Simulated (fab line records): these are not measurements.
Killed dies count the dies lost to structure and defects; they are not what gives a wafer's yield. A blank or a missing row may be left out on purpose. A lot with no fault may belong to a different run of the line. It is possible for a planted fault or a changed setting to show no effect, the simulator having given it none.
Chamber matching | flow sky130 | 3 sister chambers for SKY_CONTACT_ETCH_16 on rie-diel-03
The step etches BARC in N2/H2, stops on SiO2, time 45.9 s, target depth 60 nm. 14 wafers are shown with their chamber, then 5 later ones without.

## WAFERS, EACH WITH ITS CHAMBER
wafer  | chamber | drypump-motor-current-A (A) | throttle-valve-pct (%) | oes-product-au (a.u.)
L076.1 | 1       | 5.2                         | 13.228                 | 0.854
L076.4 | 2       | 5.7                         | 13.233                 | 0.857
L076.6 | 1       | 5.2                         | 13.227                 | 0.858
L080.1 | 0       | 5.6                         | 13.232                 | 0.858
L080.4 | 1       | 5.2                         | 13.226                 | 0.856
L080.5 | 1       | 5.2                         | 13.224                 | 0.857
L088.2 | 1       | 5.2                         | 13.230                 | 0.856
L088.3 | 2       | 5.8                         | 13.228                 | 0.865
L088.6 | 2       | 5.8                         | 13.229                 | 0.851
L089.1 | 2       | 5.8                         | 13.224                 | 0.857
L089.2 | 0       | 5.6                         | 13.229                 | 0.856
L089.5 | 1       | 5.2                         | 13.222                 | 0.854
L090.2 | 2       | 5.8                         | 13.221                 | 0.858
L090.4 | 1       | 5.2                         | 13.226                 | 0.858

SIGNATURES (means of the wafers above)
reading                 | chamber 0 | chamber 1 | chamber 2 | scatter within a chamber
drypump-motor-current-A | 5.600     | 5.200     | 5.780     | 0.027
throttle-valve-pct      | 13.23050  | 13.22614  | 13.22700  | 0.00346
oes-product-au          | 0.85700   | 0.85614   | 0.85760   | 0.00328
Rule: for a wafer and a chamber, the distance is found by dividing, reading by reading, the gap between the wafer's reading and the chamber's mean by the reading's scatter, squaring, summing and taking the root. If the next closest chamber is less than 2 further off than the closest, the wafer can't be placed; otherwise it belongs to the closest. How the scatter is found: for the shown wafers, subtract from each reading the mean of its chamber, square and add these, divide the total by (wafers less chambers), then take the root.

## WAFERS MISSING THEIR CHAMBER
wafer  | drypump-motor-current-A (A) | throttle-valve-pct (%) | oes-product-au (a.u.)
L096.1 | 5.7                         | 13.233                 | 0.861
L096.2 | 5.8                         | 13.222                 | 0.854
L096.5 | 5.2                         | 13.226                 | 0.854
L097.2 | 5.2                         | 13.229                 | 0.859
L097.4 | 5.6                         | 13.244                 | 0.854

## EACH ONE'S CHAMBER
wafer  | from the rows above     | in truth
L096.1 | can't be placed: 2 or 0 | 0
L096.2 | 2                       | 2
L096.5 | 1                       | 1
L097.2 | 1                       | 1
L097.4 | 0                       | 0
Placed correctly: 4 of 5. Cannot be placed on the basis of these rows: 1; the candidates contain the true chamber in 1. Wrongly placed: 0.
